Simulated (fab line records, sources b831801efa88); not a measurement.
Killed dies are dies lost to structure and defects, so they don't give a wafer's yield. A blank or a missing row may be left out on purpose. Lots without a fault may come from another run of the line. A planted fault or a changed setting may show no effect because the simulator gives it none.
fab line records | flow sky130
record lots=6 wafers=18 last_day=50
route steps=708 shown SD_N@350 SD_P@359 RES_XHIGH@360 SALICIDE@361 LI_CONTACT@362 PAD_OPEN@708
lots that met no fault: from a run of the same line without faults
start_h: hours from the record's first day to the start of the lot's first wafer shown | wait_h: hours since the lot's step before | " the same as in the row above | L1.1+2: a row that stands for several wafers | - no value, or no start given | * or withheld: withheld | < > ~ a bound
route shown NAME@n: a module of which the file shows steps, and the number in the route of the first | usual: mean/standard deviation of fault-free wafers | same: alike in all rows | chamber/n: place in a boat | sites: the reading at each site | _std_site: their standard deviation | _edge_site: outer sites' mean less inner sites' | radius_mm: how far each site lies from the wafer's centre | mask NAME#n: copy n | behind: the tool/chamber that last shaped the wafer | hold: why the lot was held/for how many hours/how that ended | device: the transistor (n, p or np) that didn't switch | end of line: the same wafers' tests at the end of the route | a step without rows: its recipe alone | killed: dies lost to structure and defects at the first sort, not the wafer's yield | map: a wafer's dies, x killed, . not, _ none there
set.NAME: the setting as run; set.NAME@STEP: as run at that earlier step | model.NAME: the simulator's own value behind a step, which no gauge read
lots at some steps of the route; a table a step, a row a wafer
services: from which hour (start_h, from the record's first day; less than 0 if before it) a tool's chamber was out of use, for how many hours, and why
## steps
# step SKY_SD_N_OVL_MEAS_08
# usual SD_N_OVL=0.5/1.3
# columns lot.wafer tool chamber start_h wait_h SD_N_OVL[nm]
L847.1 overlay-02 - 695.68 0.1 0.6
L847.4 " - " " 1.2
L847.5 " - " " 0.9
L851.2 overlay-01 - 723.84 0.1 0.8
L851.3 " - " " 2.0
L851.5 " - " " 0.9
L854.3 overlay-01 - 745.20 0.1 -2.4
L854.4 " - " " -1.4
L854.5 " - " " -2.8
L856.1 overlay-01 - 758.94 0.1 -1.4
L856.3 " - " " -2.8
L856.6 " - " " -1.0
L859.1 overlay-02 - 783.48 0.1 2.6
L859.2 " - " " 2.7
L859.3 " - " " 1.8
L864.1 overlay-01 - 814.99 0.1 0.3
L864.3 " - " " 1.6
L864.5 " - " " -0.3
# step SKY_SD_N_IMPLANT_09
# recipe species=As energy_kev=50 dose_cm2=4e+15 tilt_deg=0
# step SKY_SD_N_IMPLANT_10
# recipe species=P energy_kev=20 dose_cm2=1e+14 tilt_deg=0
# step SKY_SD_N_STRIP_11
# recipe chemistry=O2/N2 power_w=1400 pressure_mtorr=1500 platen_temp_c=withheld o2_flow_sccm=3000 n2_flow_sccm=300 overash_fraction=0.5
# usual drypump_motor_current_A=5.7/0.47 oes_product_au=0.528/0.0049 strip_time_to_endpoint_s=22.55/0.054
# same overash_fraction=0.5
# columns lot.wafer tool chamber start_h wait_h drypump_motor_current_A oes_product_au rf_hours_counter_h strip_time_to_endpoint_s
L847.1 plasma_asher-03 1 696.02 0.1 5.4 0.534 87 22.58
L847.4 " 0 " " 6.5 0.516 - 22.55
L847.5 " 0 " " 6.4 0.529 - 22.52
L851.2 plasma_asher-03 0 724.17 0.1 6.4 0.528 90 22.60
L851.3 " 1 " " 5.3 0.526 - 22.57
L851.5 " 0 " " 6.5 0.528 - 22.56
L854.3 plasma_asher-03 1 745.56 0.1 5.4 0.531 - 22.51
L854.4 " 0 " " 6.4 0.526 - 22.53
L854.5 " 0 " " 6.5 0.530 - 22.56
L856.1 plasma_asher-02 1 759.27 0.1 5.4 0.527 32 22.63
L856.3 " 0 " " 5.5 0.528 - 22.58
L856.6 " 1 " " 5.5 0.531 - 22.62
L859.1 plasma_asher-01 0 783.82 0.1 6.6 0.528 65 22.56
L859.2 " 1 " " 5.4 0.521 65 22.58
L859.3 " 1 " " 5.4 0.533 - 22.57
L864.1 plasma_asher-03 1 815.32 0.1 5.3 0.533 99 22.54
L864.3 " 1 " " 5.3 0.531 - 22.48
L864.5 " 0 " " 6.4 0.529 - 22.50
# step SKY_SD_N_TW_MEAS_12
# usual SD_N_TW=3971/18
# columns lot.wafer tool chamber start_h wait_h SD_N_TW
L847.1 film_metro-02 - 696.12 0.1 3970
L847.4 " - " " 3963
L847.5 " - " " 3988
L851.2 film_metro-04 - 724.28 0.1 3935
L851.3 " - " " 3945
L851.5 " - " " 3946
L854.3 film_metro-03 - 745.64 0.1 3986
L854.4 " - " " 3989
L854.5 " - " " 3989
L856.1 film_metro-02 - 759.37 0.1 3973
L856.3 " - " " 3973
L856.6 " - " " 3970
L859.1 film_metro-02 - 783.92 0.1 3989
L859.2 " - " " 4007
L859.3 " - " " 3992
L864.1 film_metro-02 - 815.42 0.1 3968
L864.3 " - " " 3996
L864.5 " - " " 3988
# step SKY_SD_N_CLEAN_13
# recipe chemistry=SC1/SC2 mix=1:4:20 temp_c=70 time_s=150 dry=n2_spin
# step SKY_SD_N_RTA_14
# recipe temp_c=1075 time_s=2 idle_temp_c=650 ramp_up_c_per_s=150 ramp_down_c_per_s=90 ambient=N2
# usual anneal_temp_c_max=1080.9/1.2 lamp_power_pct=15.74/0.056 wafer_temp_C_max=1077.9/1.3
# columns lot.wafer tool chamber start_h wait_h anneal_temp_c_max lamp_power_pct wafer_temp_C_max
L847.1 rtp_anneal-02 0 696.23 0.0 1079.6 15.79 1080.1
L847.4 " 0 " " 1079.5 15.83 1077.7
L847.5 " 0 " " 1081.8 15.81 1076.1
L851.2 rtp_anneal-02 0 724.39 0.0 1079.6 15.82 1076.7
L851.3 " 0 " " 1078.7 15.85 1076.8
L851.5 " 0 " " 1080.5 15.76 1079.3
L854.3 rtp_anneal-01 0 745.76 0.0 1083.2 15.76 1079.9
L854.4 " 0 " " 1081.8 15.76 1076.3
L854.5 " 0 " " 1082.4 15.75 1076.2
L856.1 rtp_anneal-01 0 759.49 0.0 1082.7 15.76 1078.7
L856.3 " 0 " " 1080.7 15.85 1077.1
L856.6 " 0 " " 1081.0 15.69 1077.3
L859.1 rtp_anneal-02 0 784.03 0.0 1079.6 15.82 1077.8
L859.2 " 0 " " 1080.2 15.82 1075.5
L859.3 " 0 " " 1079.7 15.71 1078.4
L864.1 rtp_anneal-01 0 815.54 0.0 1082.9 15.72 1079.3
L864.3 " 0 " " 1080.4 15.79 1079.7
L864.5 " 0 " " 1082.0 15.73 1077.9
# step SKY_SD_N_RS_MEAS_16
# recipe thk_meas_gauge=four-point-probe
# usual SD_N_RS=68.55/0.12
# columns lot.wafer tool chamber start_h wait_h SD_N_RS[ohm/sq]
L847.1 film_metro-03 - 696.40 0.1 68.43
L847.4 " - " " 68.33
L847.5 " - " " 68.54
L851.2 film_metro-02 - 724.57 0.1 68.64
L851.3 " - " " 68.53
L851.5 " - " " 68.57
L854.3 film_metro-02 - 745.96 0.1 68.30
L854.4 " - " " 68.50
L854.5 " - " " 68.54
L856.1 film_metro-02 - 759.71 0.1 68.56
L856.3 " - " " 68.43
L856.6 " - " " 68.44
L859.1 film_metro-03 - 784.26 0.1 68.37
L859.2 " - " " 68.58
L859.3 " - " " 68.45
L864.1 film_metro-03 - 815.71 0.1 68.58
L864.3 " - " " 68.59
L864.5 " - " " 68.48
# step SKY_SD_N_RS_MEAS_17
# recipe thk_meas_gauge=four-point-probe
# usual SD_P_RS=147.0/0.41
# columns lot.wafer tool chamber start_h wait_h SD_P_RS[ohm/sq]
L847.1 film_metro-03 - 696.52 0.1 146.9
L847.4 " - " " 146.9
L847.5 " - " " 147.2
L851.2 film_metro-02 - 724.69 0.1 147.2
L851.3 " - " " 147.3
L851.5 " - " " 147.2
L854.3 film_metro-02 - 746.08 0.1 146.7
L854.4 " - " " 147.1
L854.5 " - " " 147.0
L856.1 film_metro-02 - 759.83 0.1 147.0
L856.3 " - " " 147.2
L856.6 " - " " 146.9
L859.1 film_metro-03 - 784.38 0.1 146.0
L859.2 " - " " 146.2
L859.3 " - " " 146.8
L864.1 film_metro-03 - 815.83 0.1 146.9
L864.3 " - " " 146.4
L864.5 " - " " 146.8
# step SKY_SD_N_RS_MEAS_18
# recipe thk_meas_gauge=four-point-probe
# usual RES_XHIGH_RS=333.4/1.1
# columns lot.wafer tool chamber start_h wait_h RES_XHIGH_RS[ohm/sq]
L847.1 film_metro-03 - 696.64 0.1 333.2
L847.4 " - " " 332.3
L847.5 " - " " 333.3
L851.2 film_metro-02 - 724.81 0.1 332.7
L851.3 " - " " 334.0
L851.5 " - " " 332.7
L854.3 film_metro-02 - 746.20 0.1 333.1
L854.4 " - " " 333.1
L854.5 " - " " 333.8
L856.1 film_metro-02 - 759.95 0.1 333.3
L856.3 " - " " 333.5
L856.6 " - " " 333.3
L859.1 film_metro-03 - 784.50 0.1 334.4
L859.2 " - " " 334.6
L859.3 " - " " 334.4
L864.1 film_metro-03 - 815.95 0.1 333.3
L864.3 " - " " 334.5
L864.5 " - " " 333.4
# step SKY_SALICIDE_CLEAN_00
# recipe chemistry=HF-last time_s=30 dilution=100:1 dry=ipa_marangoni
# step SKY_LI_CONTACT_HDPCVD_00
# recipe material=PSG target_thk_nm=930 sigma_open_frac=0.3 time_s=155 temp_c=600 sih4_flow_sccm=60 pressure_mtorr=6
# usual run_length_s=183.1/0.43
# columns lot.wafer tool chamber start_h wait_h run_length_s model.PSG_of_LI_CONTACT_HDPCVD_00.thk_nm
L847.1 hdpcvd-02 1 696.78 0.0 183.2 941.2
L847.4 " 2 " " 183.4 943.8
L847.5 " 1 " " 183.1 942.1
L851.2 hdpcvd-01 2 724.93 0.0 183.4 934.4
L851.3 " 0 " " 183.0 940.9
L851.5 " 2 " " 183.4 919.4
L854.3 hdpcvd-01 2 746.29 0.0 183.5 928.2
L854.4 " 1 " " 184.0 956.7
L854.5 " 0 " " 225.7 1202
L856.1 hdpcvd-01 1 760.09 0.0 183.4 934.1
L856.3 " 2 " " 183.2 906.6
L856.6 " 0 " " 226.1 1179
L859.1 hdpcvd-02 1 784.64 0.0 183.2 942.9
L859.2 " 0 " " 182.2 919.1
L859.3 " 2 " " 183.5 945.4
L864.1 hdpcvd-02 1 816.09 0.0 183.2 930.5
L864.3 " 0 " " 182.9 907.9
L864.5 " 0 " " 182.5 921.8
# step SKY_LI_CONTACT_THK_MEAS_01
# recipe reads=PSG_of_LI_CONTACT_HDPCVD_00
# usual LI_CONTACT_HDPCVD_THK=930/14
# columns lot.wafer tool chamber start_h wait_h LI_CONTACT_HDPCVD_THK[nm]
L847.1 film_metro-03 - 696.88 0.1 941
L847.4 " - " " 943
L847.5 " - " " 942
L851.2 film_metro-04 - 725.04 0.1 935
L851.3 " - " " 941
L851.5 " - " " 920
L854.3 film_metro-03 - 746.42 0.1 928
L854.4 " - " " 957
L854.5 " - " " 1202
L856.1 film_metro-02 - 760.19 0.1 934
L856.3 " - " " 907
L856.6 " - " " 1179
L859.1 film_metro-04 - 784.74 0.1 943
L859.2 " - " " 920
L859.3 " - " " 946
L864.1 film_metro-03 - 816.19 0.1 930
L864.3 " - " " 908
L864.5 " - " " 922
# step SKY_LI_CONTACT_CMP_02
# recipe material=PSG down_force_psi=4 platen_rpm=60 pad_velocity_m_s=0.94248
# usual motor_current_A=11.6/0.93 slurry_filter_dp_kPa=13.48/0.15 time_to_endpoint_s=34/3.7
# columns lot.wafer tool chamber start_h wait_h motor_current_A slurry_filter_dp_kPa time_to_endpoint_s
L847.4 cmp-02 2 696.94 0.0 12.5 13.73 40
L847.1 " 0 " " 10.1 13.28 39
L847.5 " 2 " " 12.3 13.64 39
L851.2 cmp-02 0 725.09 0.0 10.1 13.66 30
L851.3 " 1 " " 11.9 13.60 38
L851.5 " 1 " " 11.3 13.58 36
L854.3 cmp-01 0 746.46 0.0 12.3 13.46 30
L854.4 " 1 " " 9.6 13.11 37
L854.5 " 1 " " 9.8 13.33 61
L856.3 cmp-02 2 760.25 0.0 12.3 13.31 28
L856.1 " 1 " " 12.1 13.39 34
L856.6 " 2 " " 12.8 13.55 55
L859.3 cmp-02 0 784.80 0.0 10.5 13.79 32
L859.1 " 1 " " 12.7 13.53 40
L859.2 " 2 " " 12.4 13.45 33
L864.1 cmp-01 0 816.25 0.1 12.6 13.43 32
L864.3 " 3 " " 12.0 13.33 32
L864.5 " 0 " " 13.2 13.53 33
# step SKY_LI_CONTACT_BOW_MEAS_03
# recipe mode=bow
# usual LI_CONTACT_BOW=55/6.3
# columns lot.wafer tool chamber start_h wait_h LI_CONTACT_BOW[um]
L847.1 film_metro-04 - 697.24 0.1 61
L847.4 " - " " 62
L847.5 " - " " 52
L851.2 film_metro-03 - 725.41 0.3 48
L851.3 " - " " 57
L851.5 " - " " 42
L854.3 film_metro-04 - 746.80 0.3 60
L854.4 " - " " 52
L854.5 " - " " 55
L856.1 film_metro-03 - 760.55 0.1 56
L856.3 " - " " 57
L856.6 " - " " 46
L859.1 film_metro-04 - 785.10 0.2 58
L859.2 " - " " 54
L859.3 " - " " 45
L864.1 film_metro-02 - 816.55 0.2 45
L864.3 " - " " 56
L864.5 " - " " 40
# step SKY_PAD_OPEN_PROBE_99
# usual killed_at_M0_to_M3=42/6.1 killed_at_M4_up=3.4/2 killed_at_contacts=23/4.8 killed_at_front_end=15/3.8 killed_at_other=0.3/0.48 killed_dies=84/8.5 killed_on_rim=16/3.9 killed_open=46/6.8 killed_short=38/6.2
# same gross_dies=492 killed_at_back_side=0
# columns lot.wafer tool chamber start_h wait_h killed_at_M0_to_M3 killed_at_M4_up killed_at_contacts killed_at_front_end killed_at_other killed_dies killed_on_rim killed_open killed_short
L847.1 prober-02 - 1112.04 0.1 40 6 26 21 0 93 20 50 42
L847.4 prober-02 - 1112.19 0.2 37 1 23 18 0 79 19 45 33
L847.5 prober-02 - 1112.24 0.2 31 3 24 18 1 77 12 38 39
L851.2 prober-02 - 1133.66 0.1 47 5 21 12 0 85 12 53 32
L851.3 prober-02 - 1133.71 0.2 43 1 19 12 0 75 13 46 29
L851.5 prober-02 - 1133.81 0.2 43 7 19 9 0 78 16 39 39
L854.3 prober-01 - 1146.83 0.2 29 3 25 20 0 77 19 40 37
L854.4 prober-01 - 1146.88 0.2 39 1 24 9 0 73 16 48 25
L854.5 prober-01 - 1146.93 0.2 41 6 18 11 0 76 15 41 35
L856.1 prober-01 - 1161.07 0.1 35 1 24 13 1 74 17 45 29
L856.3 prober-01 - 1161.17 0.2 34 0 23 11 0 68 13 38 30
L856.6 prober-01 - 1161.32 0.2 44 6 20 9 0 79 19 40 39
L859.1 prober-02 - 1172.82 0.1 40 5 23 15 0 83 16 41 42
L859.2 prober-02 - 1172.87 0.1 47 5 15 13 0 80 23 45 35
L859.3 prober-02 - 1172.92 0.2 42 3 25 17 0 87 10 52 35
# killed by level:class
L847.1 VIA1:geometric_particle:open=10 CONTACT:geometric_particle:open=9 VIA1:geometric_particle:short=7 POLY_GATE:geometric_particle:short=7 LI_CONTACT:geometric_particle:open=7 POLY_GATE:geometric_particle:open=5 VIA2:geometric_particle:short=5 CONTACT:geometric_particle:short=4
L847.4 METAL1:geometric_particle:short=9 FIELD_ISO:geometric_particle:open=8 CONTACT:geometric_particle:open=8 VIA3:geometric_particle:open=6 LOCAL_INTERCONNECT:geometric_particle:short=5 VIA2:geometric_particle:open=5 VIA1:geometric_particle:open=5 LI_CONTACT:geometric_particle:open=4
L847.5 CONTACT:geometric_particle:short=9 CONTACT:geometric_particle:open=9 VIA3:geometric_particle:open=7 FIELD_ISO:geometric_particle:open=4 LI_CONTACT:geometric_particle:open=4 VIA3:geometric_particle:short=4 VIA1:geometric_particle:open=4 FIELD_ISO:geometric_particle:short=3
L851.2 VIA1:geometric_particle:open=12 VIA2:geometric_particle:open=8 CONTACT:geometric_particle:open=7 VIA3:geometric_particle:open=7 LI_CONTACT:geometric_particle:open=6 METAL4:geometric_particle:short=5 METAL1:geometric_particle:short=4 POLY_GATE:geometric_particle:short=3
L851.3 VIA1:geometric_particle:open=10 LI_CONTACT:geometric_particle:open=9 CONTACT:geometric_particle:open=6 VIA2:geometric_particle:open=6 VIA3:geometric_particle:open=5 FIELD_ISO:geometric_particle:short=4 METAL1:geometric_particle:short=4 VIA3:geometric_particle:short=4
L851.5 CONTACT:geometric_particle:open=9 VIA1:geometric_particle:open=9 VIA3:geometric_particle:open=8 METAL2:geometric_particle:short=5 VIA2:geometric_particle:open=5 METAL4:geometric_particle:short=5 FIELD_ISO:geometric_particle:short=4 VIA1:geometric_particle:short=4
L854.3 CONTACT:geometric_particle:open=10 LOCAL_INTERCONNECT:geometric_particle:short=8 POLY_GATE:geometric_particle:short=6 VIA1:geometric_particle:open=6 VIA3:geometric_particle:open=6 POLY_GATE:geometric_particle:open=5 LI_CONTACT:geometric_particle:open=4 VIA2:geometric_particle:open=4
L854.4 VIA3:geometric_particle:open=10 CONTACT:geometric_particle:open=9 VIA2:geometric_particle:open=9 VIA1:geometric_particle:open=7 POLY_GATE:geometric_particle:open=5 LI_CONTACT:geometric_particle:open=5 CONTACT:geometric_particle:short=5 METAL1:geometric_particle:short=3
L854.5 VIA1:geometric_particle:open=12 CONTACT:geometric_particle:open=7 VIA2:geometric_particle:open=6 LI_CONTACT:geometric_particle:open=5 METAL4:geometric_particle:short=5 METAL1:geometric_particle:short=4 VIA1:geometric_particle:short=4 VIA2:geometric_particle:short=4
L856.1 VIA1:geometric_particle:open=9 LI_CONTACT:geometric_particle:open=8 CONTACT:geometric_particle:open=7 CONTACT:geometric_particle:short=7 VIA3:geometric_particle:open=6 METAL2:geometric_particle:short=5 VIA2:geometric_particle:open=4 FIELD_ISO:geometric_particle:open=3
L856.3 CONTACT:geometric_particle:open=8 VIA3:geometric_particle:open=7 CONTACT:geometric_particle:short=6 METAL1:geometric_particle:short=6 VIA1:geometric_particle:open=6 METAL2:geometric_particle:short=5 LI_CONTACT:geometric_particle:open=5 FIELD_ISO:geometric_particle:open=3
L856.6 VIA1:geometric_particle:open=10 VIA3:geometric_particle:open=7 LI_CONTACT:geometric_particle:open=6 CONTACT:geometric_particle:short=6 METAL1:geometric_particle:short=6 METAL4:geometric_particle:short=6 VIA1:geometric_particle:short=5 LI_CONTACT:geometric_particle:short=4
L859.1 VIA1:geometric_particle:open=11 METAL1:geometric_particle:short=7 LI_CONTACT:geometric_particle:open=6 VIA2:geometric_particle:open=6 CONTACT:geometric_particle:short=5 CONTACT:geometric_particle:open=5 METAL4:geometric_particle:short=5 SPACER:geometric_particle:short=4
L859.2 VIA1:geometric_particle:open=15 LI_CONTACT:geometric_particle:open=6 CONTACT:geometric_particle:open=5 METAL2:geometric_particle:short=5 VIA2:geometric_particle:open=5 METAL1:geometric_particle:short=4 VIA1:geometric_particle:short=4 VIA3:geometric_particle:short=4
L859.3 VIA1:geometric_particle:open=13 LOCAL_INTERCONNECT:geometric_particle:short=9 VIA3:geometric_particle:open=8 LI_CONTACT:geometric_particle:open=7 FIELD_ISO:geometric_particle:short=4 CONTACT:geometric_particle:open=4 POLY_GATE:geometric_particle:open=4 VIA2:geometric_particle:open=4
## services
# columns tool chamber start_h hours kind
cmp-01 - 689.83 3.4 pm
cmp-01 - 714.32 6.7 pm
plasma_asher-01 - 719.23 14.6 pm
cmp-01 - 721.88 2.1 repair
plasma_asher-01 - 733.80 2.8 pm
cmp-02 - 744.00 4.0 pm
cmp-02 - 748.00 - consumable_replace:conditioner
cmp-02 - 748.00 - consumable_replace:pad
cmp-01 - 754.79 1.3 repair
plasma_asher-03 - 768.12 8.2 repair
plasma_asher-03 - 783.98 2.8 pm
cmp-02 - 790.68 0.4 repair
cmp-01 - 802.97 4.3 repair
cmp-02 - 815.23 2.9 pm
## key
first_sign step=SKY_LI_CONTACT_HDPCVD_00 reading=run_length_s direction=up sigmas=99+ usual=* struck=*
effect step=SKY_LI_CONTACT_THK_MEAS_01 reading=LI_CONTACT_HDPCVD_THK direction=up sigmas=19 usual=930 struck=1191
effect step=SKY_LI_CONTACT_CMP_02 reading=time_to_endpoint_s direction=up sigmas=6.5 usual=* struck=*
model_effect step=SKY_LI_CONTACT_HDPCVD_00 value=PSG_of_LI_CONTACT_HDPCVD_00.thk_nm without=934.6 struck=1191
met_at SKY_LI_CONTACT_HDPCVD_00
struck_wafers L854.5,L856.6
tester_left_out L854,L856
onset_between 724.93 746.29
fault kind=process_parameter_drift tool=hdpcvd-01 chamber=0 onset_h=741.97 steps=SKY_LI_CONTACT_HDPCVD_00 channel=time_s offset=* shape=step end_h=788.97 acts_in=* stated=*
# tester_left_out: of these lots the tester's yield and bins aren't shown, on N5 and GAA mostly nor the transistor test; their killed dies are dies lost to structure and defects alone, not to doping, threshold or leakage, so they don't give the yield
